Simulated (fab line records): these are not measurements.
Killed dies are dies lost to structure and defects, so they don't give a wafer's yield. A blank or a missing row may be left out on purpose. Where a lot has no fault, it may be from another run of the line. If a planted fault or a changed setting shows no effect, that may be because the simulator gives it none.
A single fault, viewed from 2 desks | flow sky130 | only its own numbers are on each desk; what lay behind them is given at the end

THE METROLOGY DESK
Means of the sampled wafers that have a number, per lot and without regard to the tool the lot ran on: this is what the gauges read. Any lot whose mean is over 4 standard deviations away from the usual mean is out of limits and marked OUT; that distance is given in the brackets.
Columns: A = METAL1_ALCU_RS at SKY_METAL1_RS_MEAS_05, usual 0.1265 ohm/sq; B = METAL1_ALCU_THK at SKY_METAL1_THK_MEAS_06, usual 247 nm; C = cd-nm at SKY_METAL1_CD_MEAS_15, usual 140.2 nm
lot  | first seen here | A      | B   | C
L511 | day 34 15:54    | 0.1274 | 243 | 138.3
L515 | day 35 22:43    | 0.1276 | 245 | 142.6
L520 | day 37 04:29    | 0.1249 | 249 | -
L521 | day 37 16:47    | 0.1263 | 246 | -
L522 | day 37 20:42    | 0.1281 | 245 | 139.0
L526 | day 38 22:08    | 0.1274 | 245 | 138.7
This desk's finding: nothing out of limits on any of the 6 lots.

AT THE TOOL OWNER'S DESK: litho-track-04
The tool's own readings at SKY_METAL1_DEVELOP_14 (develop time 60 s): means of the sampled wafers that have a number, for each lot that ran on this tool. Any lot whose mean is over 4 standard deviations away from the usual mean is out of limits and marked OUT; that distance is given in the brackets.
Columns: A = chill-plate-temp-C at SKY_METAL1_DEVELOP_14, usual 23.00 C
lot  | first seen here | A
L515 | day 37 00:00    | 23.02
This desk's finding: nothing out of limits on the one lot.

TAKEN TOGETHER
Nothing out of limits was seen by the metrology desk.
The tool owner's desk saw nothing out of limits.

WHAT THE SIMULATOR HAD INSERTED
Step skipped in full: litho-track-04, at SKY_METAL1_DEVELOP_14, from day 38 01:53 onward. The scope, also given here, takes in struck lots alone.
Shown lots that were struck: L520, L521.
